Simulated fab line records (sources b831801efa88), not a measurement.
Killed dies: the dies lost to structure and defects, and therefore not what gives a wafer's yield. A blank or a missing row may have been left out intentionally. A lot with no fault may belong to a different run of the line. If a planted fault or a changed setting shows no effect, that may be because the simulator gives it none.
A struck lot beside a sound one | flow sky130 | 31 steps out of a route of 708
Sound: these wafers, L825.2, L825.3, L825.6. Wafers L827.1, L827.2, L827.5 were the ones struck. The cause comes at the end.
At each step with rows: each side's tool, then ch and its chambers, then its first start. Under that, the readings that differ: sound wafers | struck wafers | difference of the means | sigmas: that difference in standard deviations of wafers without a fault.
alike: a reading whose means differ by less than 2 such deviations, as well as words and numbers matching on both sides. not compared: withheld readings; readings where some wafer has no value; bounds like >300 that might hide an equal value; numbers whose values overlap and for which the record gives no deviation.
A row with sigmas, a row that says differs or no value, or rows on one side alone: a step with any of these is where the two part. When numbers do not overlap yet have no deviation, they are printed without sigmas and do not part them. Lack of a reading on every wafer of one side parts them only where that side has two or more wafers.

SKY_FIELD_ISO_BOW_MEAS_00:
  sound: film-metro-02 at day 3 07:01; struck: film-metro-01 at day 3 17:00
  alike: INCOMING_BOW
then, 1 step without rows for these wafers: SKY_FIELD_ISO_OXIDATION_01 (stabilise 600 s, purge 300 s, target thk 12 nm).
SKY_FIELD_ISO_THK_MEAS_02:
  sound: film-metro-01 at day 3 08:38; struck: film-metro-01 at day 3 19:10
  alike: FIELD_ISO_OXIDATION_00_THK
SKY_FIELD_ISO_CVD_03: deposits Si3N4 from DCS/NH3, target thk 165 nm, time 2830 s.
  sound on lpcvd-02 ch 0, day 3 08:41; struck on lpcvd-02 ch 1, day 3 19:13
  reading                                     | sound             | struck            | difference | sigmas
  spike-tc-centre-C (C)                       | 769.9 774.6 774.2 | 757.5 759.7 758.4 | -14.4      | -9
  spike-tc-lower-C (C)                        | 770.5 769.3 771.1 | 758.3 758.5 759.2 | -11.6      | -10
  spike-tc-top-C (C)                          | 783.8 783.2 785.0 | 772.6 772.8 772.6 | -11.3      | -10
  spike-tc-upper-C (C)                        | 771.3 771.9 772.6 | 759.2 757.8 759.9 | -13.0      | -11
  susceptor-temp-C (C)                        | 770.1 770.0 769.9 | 759.0 758.6 758.6 | -11.3      | -34
  model.Si3N4_of_FIELD_ISO_CVD_03.thk-nm (nm) | 166.2 165.5 165.7 | 132.2 132.6 132.4 | -33.4      |
  alike: spike-tc-bottom-C
SKY_FIELD_ISO_THK_MEAS_04:
  sound: film-metro-03 at day 3 10:29; struck: film-metro-02 at day 3 21:00
  reading                   | sound             | struck            | difference | sigmas
  FIELD_ISO_CVD_03_THK (nm) | 166.3 165.5 165.6 | 132.4 132.7 132.5 | -33.3      | -24
then, 8 steps without rows for these wafers: SKY_FIELD_ISO_DEHYDRATE_05 (time 60 s); SKY_FIELD_ISO_HMDS_06 (prime time 60 s); SKY_FIELD_ISO_COAT_07 (resist thk 60 nm); SKY_FIELD_ISO_COAT_08 (resist thk 450 nm); SKY_FIELD_ISO_SOFTBAKE_09 (time 90 s); SKY_FIELD_ISO_EXPOSE_10 (exposes mask FOM, target cd 150 nm); SKY_FIELD_ISO_PEB_11; SKY_FIELD_ISO_DEVELOP_12 (develop time 60 s).
SKY_FIELD_ISO_CD_MEAS_13: the cd target is 150 nm.
  sound: cd-sem-01 at day 4 02:37; struck: cd-sem-01 at day 4 13:47
  alike: cd-nm
SKY_FIELD_ISO_ETCH_14: etches BARC in N2/H2, stops on SiO2, time 45.9 s, target depth 60 nm.
  sound on rie-diel-04 ch 0,1,2, day 4 02:43; struck on rie-diel-03 ch 0,1,3, day 4 13:55
  alike: bias-w, drypump-motor-current-A, oes-product-au, throttle-valve-pct
  not compared: rf-hours-counter-h
SKY_FIELD_ISO_ETCH_15: etches the open film in CHF3/O2, stops on Si, target depth 180 nm, time 72 s.
  sound on rie-diel-04 ch 0,1,2, day 4 02:45; struck on rie-diel-03 ch 0,1,3, day 4 13:57
  reading                  | sound             | struck            | difference | sigmas
  oes-product-au (a.u.)    | 0.935 0.952 0.946 | 0.830 0.834 0.836 | -0.111     | -17
  throttle-valve-pct (%)   | 8.852 8.843 8.845 | 8.802 8.787 8.823 | -0.043     | -5
  model.etch.depth-nm (nm) | 166.2 165.5 165.7 | 132.2 132.6 132.4 | -33.4      |
  alike: bias-w, drypump-motor-current-A
  not compared: rf-hours-counter-h
SKY_FIELD_ISO_STRIP_16: strips in O2/N2.
  sound on plasma-asher-03 ch 0,1, day 4 02:49; struck on plasma-asher-01 ch 0,1, day 4 14:01
  alike: drypump-motor-current-A, oes-product-au, strip-time-to-endpoint-s
  not compared: rf-hours-counter-h
SKY_FIELD_ISO_ETCH_17: etches Si in HBr/Cl2/O2, target depth 342 nm, time 97.7 s.
  sound on rie-si-02 ch 0,2,3, day 4 02:55; struck on rie-si-01 ch 0,1,3, day 4 14:07
  alike: bias-w, drypump-motor-current-A, oes-product-au, throttle-valve-pct
  not compared: rf-hours-counter-h
then, 5 steps without rows for these wafers: SKY_FIELD_ISO_WET_ETCH_18 (etches Si3N4 in H3PO4, target depth 25 nm, time 286 s); SKY_FIELD_ISO_CLEAN_19 (cleans in SC1/SC2, time 150 s); SKY_FIELD_ISO_CLEAN_20 (cleans in dHF, time 20 s); SKY_FIELD_ISO_WET_ETCH_21 (etches SiO2 in dHF, target depth 20 nm, time 400 s); SKY_FIELD_ISO_OXIDATION_22 (stabilise 600 s, purge 300 s, target thk 10 nm).
SKY_FIELD_ISO_THK_MEAS_23:
  sound: film-metro-03 at day 4 05:16; struck: film-metro-02 at day 4 17:26
  reading                         | sound          | struck            | difference | sigmas
  FIELD_ISO_OXIDATION_01_THK (nm) | 9.85 9.98 9.87 | 10.20 10.19 10.35 | +0.35      | +2
then, 1 step without rows for these wafers: SKY_FIELD_ISO_CVD_24 (deposits SiO2, target thk 595 nm, time 99.2 s).
SKY_FIELD_ISO_THK_MEAS_25:
  sound: film-metro-02 at day 4 05:24; struck: film-metro-03 at day 4 17:34
  alike: FIELD_ISO_CVD_24_THK
then, 1 step without rows for these wafers: SKY_FIELD_ISO_ANNEAL_26 (time 1800 s).
SKY_FIELD_ISO_CMP_27: polishes, stops on Si3N4, t overpolish 16 s, target thk 457.8 nm.
  sound on cmp-02 ch 0,1,2, day 4 08:01; struck on cmp-01 ch 0,1,2, day 4 19:22
  alike: motor-current-A, slurry-filter-dp-kPa
SKY_FIELD_ISO_WET_ETCH_28: etches SiO2 in dHF, target depth 23.7 nm, time 47 s.
  sound on wet-bench-03 ch 3, day 4 08:19; struck on wet-bench-01 ch 3, day 4 19:40
  reading                                     | sound           | struck           | difference | sigmas
  model.Si3N4_of_FIELD_ISO_CVD_03.thk-nm (nm) | 120.4 119 120.3 | 86.06 86.6 86.06 | -33.66     |
then, 1 step without rows for these wafers: SKY_FIELD_ISO_WET_ETCH_29 (etches Si3N4 in H3PO4, target depth 160 nm, time 1825 s).
-- here the record skips 45 days between the struck wafers' starts before and after, leaving off in module FIELD_ISO and picking up in module PAD_OPEN (first step shown: number 708 of the route) --
SKY_PAD_OPEN_PROBE_99:
  sound: prober-01 at day 49 15:25; struck: prober-01 at day 49 16:52
  reading                               | sound                        | struck                        | difference | sigmas
  model.etest.pfet_16v.r-on-ohm-um      | 1.535e+04 1.58e+04 1.477e+04 | 1.429e+04 1.448e+04 1.459e+04 | -8.533e+02 |
  model.etest.res-iso-pwell.rs-ohm-sq   | 3018 3340 2748               | 2472 2531 2600                | -501       |
  model.etest.res-iso-pwell.line-ohm-um | 1125 1247 1044               | 921.7 950.7 971.3             | -190.8     |
  model.etest.res-nwell.line-ohm-um     | 1176 1204 1118               | 1045 1049 1052                | -117       |
  model.etest.res-nwell.rs-ohm-sq       | 966.2 1009 921.9             | 866.5 872.9 882.2             | -91.8      |
  model.etest.cap-li-to-poly.c-af-um2   | 98.95 97.2 98.15             | 89.84 89.91 89.83             | -8.24      |
  alike: killed_at_M0_to_M3, killed_at_M4_up, killed-at-contacts, killed-at-front-end, killed-at-other, killed-dies, killed-open, killed-short
  not compared: model.etest.res_p_drift_20v.line-ohm-um, model.etest.res_p_drift_20v.rs-ohm-sq

## WHERE THEY PART
Last at SKY_FIELD_ISO_THK_MEAS_23 as far as this record goes, first at SKY_FIELD_ISO_CVD_03. Later steps at which nothing parts them and some readings are alike: SKY_FIELD_ISO_THK_MEAS_25, SKY_FIELD_ISO_CMP_27, SKY_PAD_OPEN_PROBE_99.

WHY: the cause the simulator had injected
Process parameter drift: lpcvd-02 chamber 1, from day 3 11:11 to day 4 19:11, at SKY_FIELD_ISO_CVD_03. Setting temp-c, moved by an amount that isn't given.
